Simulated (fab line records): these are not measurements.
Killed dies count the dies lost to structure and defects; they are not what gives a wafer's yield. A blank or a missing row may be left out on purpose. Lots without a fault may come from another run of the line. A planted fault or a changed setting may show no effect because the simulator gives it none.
One fault through the eyes of 2 desks ; flow gf180mcu ; each desk holds nothing but its own numbers, with what lay behind them at the end

## THE METROLOGY DESK
Lot by lot, what the gauges showed, no matter which tool ran the lot: averages of those sampled wafers that carry a number. Marked OUT: a lot whose mean sits more than 4 standard deviations from the usual mean, which makes it out of limits; the brackets give that distance.
Columns: A = POLY_GATE_CVD_00_THK at GF_POLY_GATE_THK_MEAS_01, usual 200.3 nm; B = SALICIDE_TIN_THK at GF_SALICIDE_THK_MEAS_05, usual 20.34 nm
lot;first seen here;A;B
L719;day 8 12:10;197.5;20.22
L721;day 9 01:22;201.4;20.38
L722;day 9 07:24;198.9;20.32
L724;day 10 01:20;202.8;19.96
L731;day 11 21:50;200.0;20.47
L733;day 12 14:29;180.9 (-12) OUT;20.38
L735;day 13 00:26;198.3;20.23
L737;day 13 14:23;200.8;20.26
L739;day 14 02:41;199.2;20.06
L740;day 15 03:49;198.6;20.16
L742;day 15 08:31;200.1;20.39
This desk's result: L733 out of limits, first on L733 (POLY_GATE_CVD_00_THK at GF_POLY_GATE_THK_MEAS_01), day 12 14:29. Within limits: L719, L721, L722, L724, L731, L735, L737, L739, L740, L742.

## THE TOOL OWNER'S DESK: lpcvd-02
The tool's own readings at GF_POLY_GATE_CVD_00 (deposits poly-Si, target thk 200 nm, time 1200 s): means of the sampled wafers that have a number, for each lot that ran on this tool. Marked OUT: a lot whose mean sits more than 4 standard deviations from the usual mean, which makes it out of limits; the brackets give that distance.
Columns: A = pressure_mtorr at GF_POLY_GATE_CVD_00, usual 199.8 mTorr; B = spike_tc_centre_C at GF_POLY_GATE_CVD_00, usual 620.8 C; C = zone_power_bottom_pct at GF_POLY_GATE_CVD_00, usual 13.3 %
lot;first seen here;A;B;C
L719;day 8 10:45;200.1;621.4;15.6
L721;day 9 00:01;199.9;621.0;15.4
L724;day 10 00:00;199.8;621.0;15.4
L733;day 12 13:07;159.9 (-99 or more) OUT;621.5;15.3
L742;day 15 07:11;200.2;620.9;13.0
This desk's finding: out of limits on L733; first on L733, day 12 13:07 (pressure_mtorr at GF_POLY_GATE_CVD_00). Within limits: L719, L721, L724, L742.

## TAKEN TOGETHER
At day 12 13:07, on L733, the tool owner's desk was in a position to raise an alarm.
On L733, the metrology desk was in a position to raise an alarm at day 12 14:29.
Of the lots named, all ran GF_POLY_GATE_CVD_00 on lpcvd-02.

## WHAT THE SIMULATOR HAD PUT IN
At GF_POLY_GATE_CVD_00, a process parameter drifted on lpcvd-02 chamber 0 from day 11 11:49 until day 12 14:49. The setting pressure_mtorr was moved by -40, starting from 200. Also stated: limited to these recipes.
Struck lots among those shown: L733.
Fault start to first reading out of limits, in hours, per desk: tool owner, 25; metrology, 27.
